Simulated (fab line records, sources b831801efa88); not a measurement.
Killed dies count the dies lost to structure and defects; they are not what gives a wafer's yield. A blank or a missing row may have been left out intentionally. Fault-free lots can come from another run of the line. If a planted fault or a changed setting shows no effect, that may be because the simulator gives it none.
A struck lot beside a sound one -- flow sky130 -- 14 out of 708 route steps
Sound: the wafers L831.1, L831.2, L831.6. The struck wafers were L846.2, L846.3, L846.6. The cause is named last.
For every step that has rows: the tool of each side, followed by ch and its chambers, followed by its first start. Under that, the readings that differ: sound wafers -- struck wafers -- difference of the means -- sigmas: that difference in standard deviations of wafers without a fault.
alike: readings whose means differ by less than 2 such deviations, and words and numbers that are the same on both sides. not compared: withheld readings, readings that some wafer has no value for, bounds like >300 that may hide the same value, and numbers for which the record gives no deviation and whose values overlap.
A row with sigmas, a row that says differs or no value, or rows on one side alone: a step with any of these is where the two part. When numbers do not overlap yet have no deviation, they are printed without sigmas and do not part them. A reading that every wafer of one side lacks parts them only if that side has two wafers or more.

first, 1 step without rows for these wafers: SKY_GATE_OXIDE_WET_ETCH_12 (etches SiO2 in dHF, target depth 16.8 nm, time 336 s).
SKY_GATE_OXIDE_STRIP_13: strips in O2/N2.
  sound on plasma_asher-01 ch 0,1, day 15 17:02; struck on plasma_asher-02 ch 0, day 21 23:02
  alike: drypump_motor_current_A, oes_product_au, strip_time_to_endpoint_s
  not compared: rf_hours_counter_h
SKY_GATE_OXIDE_TW_MEAS_14:
  sound on film_metro-01 at day 15 17:08; struck on film_metro-01 at day 21 23:08
  alike: GATE_OXIDE_TW
then, 3 steps without rows for these wafers: SKY_GATE_OXIDE_CLEAN_15 (cleans in SC1/SC2, time 150 s); SKY_GATE_OXIDE_OXIDATION_16 (stabilise 600 s, purge 300 s, target thk 3.57 nm); SKY_POLY_GATE_CVD_00 (deposits poly-Si, target thk 180 nm, time 720 s).
SKY_POLY_GATE_THK_MEAS_01:
  sound on film_metro-04 at day 15 19:59; struck on film_metro-04 at day 22 01:59
  alike: POLY_GATE_CVD_00_THK
then, 5 steps without rows for these wafers: SKY_RES_PROTECT_DEHYDRATE_00 (time 60 s); SKY_RES_PROTECT_HMDS_01 (prime time 60 s); SKY_RES_PROTECT_COAT_02 (resist thk 1140 nm); SKY_RES_PROTECT_SOFTBAKE_03 (time 60 s); SKY_RES_PROTECT_EXPOSE_04 (exposes mask RPM, target cd 1270 nm).
SKY_RES_PROTECT_PEB_05:
  sound on litho_track-02 ch 0, day 16 23:37; struck on litho_track-02, day 23 08:02
reading,sound,struck,difference,sigmas
exhaust_pa (Pa),45.9 45.5 45.3,- - -,no value on the struck wafers,
  not compared: chill_plate_temp_C
then, 1 step without rows for these wafers: SKY_RES_PROTECT_DEVELOP_06 (develop time 60 s).

== WHERE THEY PART ==
At SKY_RES_PROTECT_PEB_05 and nowhere else, as far as this record goes.

WHY: what had been put in by the simulator
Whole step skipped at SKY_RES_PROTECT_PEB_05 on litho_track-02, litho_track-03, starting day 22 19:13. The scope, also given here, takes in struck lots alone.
